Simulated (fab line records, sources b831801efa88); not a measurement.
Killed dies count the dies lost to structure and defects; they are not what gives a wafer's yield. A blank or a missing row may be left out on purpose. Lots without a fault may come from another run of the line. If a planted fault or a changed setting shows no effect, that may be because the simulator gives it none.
Which of the tools did it? :: flow sfq line :: 15 lots with 42 wafers sampled at 3 steps, on a route of 325 steps

== WHAT EACH GAUGE READ, for each wafer ==
Not one reading of a measure or inspect step in the record can be checked against a usual standard deviation.

== WHICH TOOL RAN EACH LOT (tool, then ch and the chambers of the sampled wafers, then the start) ==
lot: L805
SFQ_TRILAYER_I4_CMP_CMP_100: cmp-02 ch 1,2, day 47 16:37
SFQ_TRILAYER_I4_METRO_MEASURE_101: film metro-03, day 47 19:14
SFQ_TRILAYER_I4_VIA_ETCH_VIA_ETCH_106: rie diel-04 ch 1,2,3, day 49 04:58

lot: L806
SFQ_TRILAYER_I4_CMP_CMP_100: cmp-02 ch 1,2, day 49 06:37
SFQ_TRILAYER_I4_METRO_MEASURE_101: film metro-04, day 49 09:14
SFQ_TRILAYER_I4_VIA_ETCH_VIA_ETCH_106: rie diel-03 ch 0,1, day 49 12:45

lot: L808
SFQ_TRILAYER_I4_CMP_CMP_100: cmp-01 ch 1,2, day 49 10:07
SFQ_TRILAYER_I4_METRO_MEASURE_101: film metro-04, day 49 13:38
SFQ_TRILAYER_I4_VIA_ETCH_VIA_ETCH_106: rie diel-04 ch 0,2,3, day 49 16:46

lot: L812
SFQ_TRILAYER_I4_CMP_CMP_100: cmp-01 ch 0,2, day 52 06:51
SFQ_TRILAYER_I4_METRO_MEASURE_101: film metro-01, day 52 08:28
SFQ_TRILAYER_I4_VIA_ETCH_VIA_ETCH_106: rie diel-02 ch 1,2, day 52 12:36

lot: L813
SFQ_TRILAYER_I4_CMP_CMP_100: cmp-01 ch 1,2, day 52 20:24
SFQ_TRILAYER_I4_METRO_MEASURE_101: film metro-03, day 52 22:19
SFQ_TRILAYER_I4_VIA_ETCH_VIA_ETCH_106: rie diel-03 ch 2,3, day 57 05:26

lot: L814
SFQ_TRILAYER_I4_CMP_CMP_100: cmp-01 ch 2,3, day 52 22:54
SFQ_TRILAYER_I4_METRO_MEASURE_101: film metro-03, day 53 00:31
SFQ_TRILAYER_I4_VIA_ETCH_VIA_ETCH_106: rie diel-03 ch 1,2, day 57 08:58

lot: L818
SFQ_TRILAYER_I4_CMP_CMP_100: cmp-02 ch 1,3, day 54 08:01
SFQ_TRILAYER_I4_METRO_MEASURE_101: film metro-04, day 54 11:08
SFQ_TRILAYER_I4_VIA_ETCH_VIA_ETCH_106: rie diel-03 ch 0,3, day 58 20:40

lot: L820
SFQ_TRILAYER_I4_CMP_CMP_100: cmp-02 ch 0,2,3, day 55 05:01
SFQ_TRILAYER_I4_METRO_MEASURE_101: film metro-03, day 55 08:08
SFQ_TRILAYER_I4_VIA_ETCH_VIA_ETCH_106: rie diel-04 ch 0,1,3, day 59 06:16

lot: L821
SFQ_TRILAYER_I4_CMP_CMP_100: cmp-01 ch 1,3, day 55 16:55
SFQ_TRILAYER_I4_METRO_MEASURE_101: film metro-04, day 55 19:32
SFQ_TRILAYER_I4_VIA_ETCH_VIA_ETCH_106: rie diel-03 ch 0,1, day 59 13:38

lot: L822
SFQ_TRILAYER_I4_CMP_CMP_100: cmp-02 ch 2,3, day 55 17:01
SFQ_TRILAYER_I4_METRO_MEASURE_101: film metro-03, day 55 20:08
SFQ_TRILAYER_I4_VIA_ETCH_VIA_ETCH_106: rie diel-04 ch 1,2, day 59 14:40

lot: L823
SFQ_TRILAYER_I4_CMP_CMP_100: cmp-01 ch 0,2,3, day 57 17:55
SFQ_TRILAYER_I4_METRO_MEASURE_101: film metro-03, day 57 19:32
SFQ_TRILAYER_I4_VIA_ETCH_VIA_ETCH_106: rie diel-03 ch 1,3, day 61 01:09

lot: L824
SFQ_TRILAYER_I4_CMP_CMP_100: cmp-01 ch 0,1,2, day 58 14:12
SFQ_TRILAYER_I4_METRO_MEASURE_101: film metro-03, day 58 17:19
SFQ_TRILAYER_I4_VIA_ETCH_VIA_ETCH_106: rie diel-03 ch 1,2,3, day 62 09:33

lot: L825
SFQ_TRILAYER_I4_CMP_CMP_100: cmp-01 ch 0,2,3, day 58 20:12
SFQ_TRILAYER_I4_METRO_MEASURE_101: film metro-01, day 58 23:19
SFQ_TRILAYER_I4_VIA_ETCH_VIA_ETCH_106: rie diel-02 ch 0,1,3, day 62 17:57

lot: L826
SFQ_TRILAYER_I4_CMP_CMP_100: cmp-02 ch 2,3, day 58 23:53
SFQ_TRILAYER_I4_METRO_MEASURE_101: film metro-04, day 59 02:55
SFQ_TRILAYER_I4_VIA_ETCH_VIA_ETCH_106: rie diel-02 ch 0,1,3, day 62 23:57

lot: L828
SFQ_TRILAYER_I4_CMP_CMP_100: cmp-01 ch 0,1, day 59 08:12
SFQ_TRILAYER_I4_METRO_MEASURE_101: film metro-04, day 59 11:19
SFQ_TRILAYER_I4_VIA_ETCH_VIA_ETCH_106: rie diel-03 ch 1,3, day 63 14:19
- SFQ_TRILAYER_I4_CMP_CMP_100: polishes SiO2.
- SFQ_TRILAYER_I4_METRO_MEASURE_101
- SFQ_TRILAYER_I4_VIA_ETCH_VIA_ETCH_106: etches SiO2 in CHF3, stops on Nb, target depth 260 nm.

== WHAT THE TOOLS THEMSELVES READ (means of the sampled wafers that have a number; where no wafer has one, the mark that the record gives instead) ==
SFQ_TRILAYER_I4_CMP_CMP_100. Usual: motor current A 9.5 A, standard deviation 0.87; retaining ring pressure frac 1.000, standard deviation 0.0049; time to endpoint s 214 s, standard deviation 9.
lot: L805
tool: cmp-02
motor current A (A): 9.4
retaining ring pressure frac: 0.996
time to endpoint s (s): 225
flag: 

lot: L806
tool: cmp-02
motor current A (A): 8.9
retaining ring pressure frac: 1.004
time to endpoint s (s): 207
flag: 

lot: L808
tool: cmp-01
motor current A (A): 9.0
retaining ring pressure frac: 0.998
time to endpoint s (s): 204
flag: 

lot: L812
tool: cmp-01
motor current A (A): 9.4
retaining ring pressure frac: 0.996
time to endpoint s (s): 204
flag: 

lot: L813
tool: cmp-01
motor current A (A): 9.3
retaining ring pressure frac: 1.002
time to endpoint s (s): 200
flag: 

lot: L814
tool: cmp-01
motor current A (A): 10.1
retaining ring pressure frac: 0.992
time to endpoint s (s): 212
flag: 

lot: L818
tool: cmp-02
motor current A (A): 9.5
retaining ring pressure frac: 1.005
time to endpoint s (s): 212
flag: 

lot: L820
tool: cmp-02
motor current A (A): 9.2
retaining ring pressure frac: 1.001
time to endpoint s (s): 212
flag: 

lot: L821
tool: cmp-01
motor current A (A): 10.5
retaining ring pressure frac: 0.996
time to endpoint s (s): 212
flag: 

lot: L822
tool: cmp-02
motor current A (A): 8.8
retaining ring pressure frac: 0.999
time to endpoint s (s): 208
flag: 

lot: L823
tool: cmp-01
motor current A (A): 10.1
retaining ring pressure frac: 1.003
time to endpoint s (s): 217
flag: 

lot: L824
tool: cmp-01
motor current A (A): 9.4
retaining ring pressure frac: 1.003
time to endpoint s (s): 206
flag: 

lot: L825
tool: cmp-01
motor current A (A): 9.8
retaining ring pressure frac: 1.000
time to endpoint s (s): 216
flag: 

lot: L826
tool: cmp-02
motor current A (A): 8.7
retaining ring pressure frac: 0.999
time to endpoint s (s): 216
flag: 

lot: L828
tool: cmp-01
motor current A (A): 9.2
retaining ring pressure frac: 1.001
time to endpoint s (s): 201
flag: 

SFQ_TRILAYER_I4_METRO_MEASURE_101. Usual: 199.8 nm for thk nm, sd 1.2.
lot: L805
tool: film metro-03
thk nm (nm): 200.7
flag: 

lot: L806
tool: film metro-04
thk nm (nm): 199.0
flag: 

lot: L808
tool: film metro-04
thk nm (nm): 199.6
flag: 

lot: L812
tool: film metro-01
thk nm (nm): 221.7
flag: OFF

lot: L813
tool: film metro-03
thk nm (nm): 209.9
flag: OFF

lot: L814
tool: film metro-03
thk nm (nm): 210.9
flag: OFF

lot: L818
tool: film metro-04
thk nm (nm): 199.1
flag: 

lot: L820
tool: film metro-03
thk nm (nm): 197.7
flag: 

lot: L821
tool: film metro-04
thk nm (nm): 201.0
flag: 

lot: L822
tool: film metro-03
thk nm (nm): 198.8
flag: 

lot: L823
tool: film metro-03
thk nm (nm): 199.0
flag: 

lot: L824
tool: film metro-03
thk nm (nm): 198.9
flag: 

lot: L825
tool: film metro-01
thk nm (nm): 199.0
flag: 

lot: L826
tool: film metro-04
thk nm (nm): 199.4
flag: 

lot: L828
tool: film metro-04
thk nm (nm): 199.1
flag: 

SFQ_TRILAYER_I4_VIA_ETCH_VIA_ETCH_106. Usual: drypump motor current A 5.7 A, standard deviation 0.53; oes product au 0.854 a.u., standard deviation 0.0052.
lot: L805
tool: rie diel-04
drypump motor current A (A): 5.9
oes product au (a.u.): 0.860
flag: 

lot: L806
tool: rie diel-03
drypump motor current A (A): 5.8
oes product au (a.u.): 0.858
flag: 

lot: L808
tool: rie diel-04
drypump motor current A (A): 5.6
oes product au (a.u.): 0.854
flag: 

lot: L812
tool: rie diel-02
drypump motor current A (A): 5.0
oes product au (a.u.): 0.908
flag: OFF

lot: L813
tool: rie diel-03
drypump motor current A (A): 5.5
oes product au (a.u.): 0.877
flag: OFF

lot: L814
tool: rie diel-03
drypump motor current A (A): 6.2
oes product au (a.u.): 0.883
flag: OFF

lot: L818
tool: rie diel-03
drypump motor current A (A): 5.2
oes product au (a.u.): 0.853
flag: 

lot: L820
tool: rie diel-04
drypump motor current A (A): 5.6
oes product au (a.u.): 0.851
flag: 

lot: L821
tool: rie diel-03
drypump motor current A (A): 6.3
oes product au (a.u.): 0.856
flag: 

lot: L822
tool: rie diel-04
drypump motor current A (A): 6.0
oes product au (a.u.): 0.848
flag: 

lot: L823
tool: rie diel-03
drypump motor current A (A): 5.8
oes product au (a.u.): 0.852
flag: 

lot: L824
tool: rie diel-03
drypump motor current A (A): 5.9
oes product au (a.u.): 0.852
flag: 

lot: L825
tool: rie diel-02
drypump motor current A (A): 5.6
oes product au (a.u.): 0.855
flag: 

lot: L826
tool: rie diel-02
drypump motor current A (A): 5.6
oes product au (a.u.): 0.848
flag: 

lot: L828
tool: rie diel-03
drypump motor current A (A): 5.7
oes product au (a.u.): 0.851
flag: 

== THE ANSWER, worked out from the rows above alone ==
Rule: a lot counts as off when the mean over its wafers that have a number is more than 3 standard deviations away from the usual mean. Also off: a lot with no number at a reading for which 4 or more lots have one. Any other lot the step has rows for is counted as sound. First the gauges in route order, then the tools' own readings, where a lot's mean is used as printed above. At the first step where some lot is off, the reading lying furthest off is the one used; lots without a number count as furthest.
Off, at SFQ_TRILAYER_I4_METRO_MEASURE_101 on thk nm: L812, L813, L814.
If a tool, at that step or one of the process steps before it, ran each lot that is off and ran no sound lot following the first of them, it fits. Not one of the candidates tried fits.

== WHAT THE SIMULATOR PUT IN ==
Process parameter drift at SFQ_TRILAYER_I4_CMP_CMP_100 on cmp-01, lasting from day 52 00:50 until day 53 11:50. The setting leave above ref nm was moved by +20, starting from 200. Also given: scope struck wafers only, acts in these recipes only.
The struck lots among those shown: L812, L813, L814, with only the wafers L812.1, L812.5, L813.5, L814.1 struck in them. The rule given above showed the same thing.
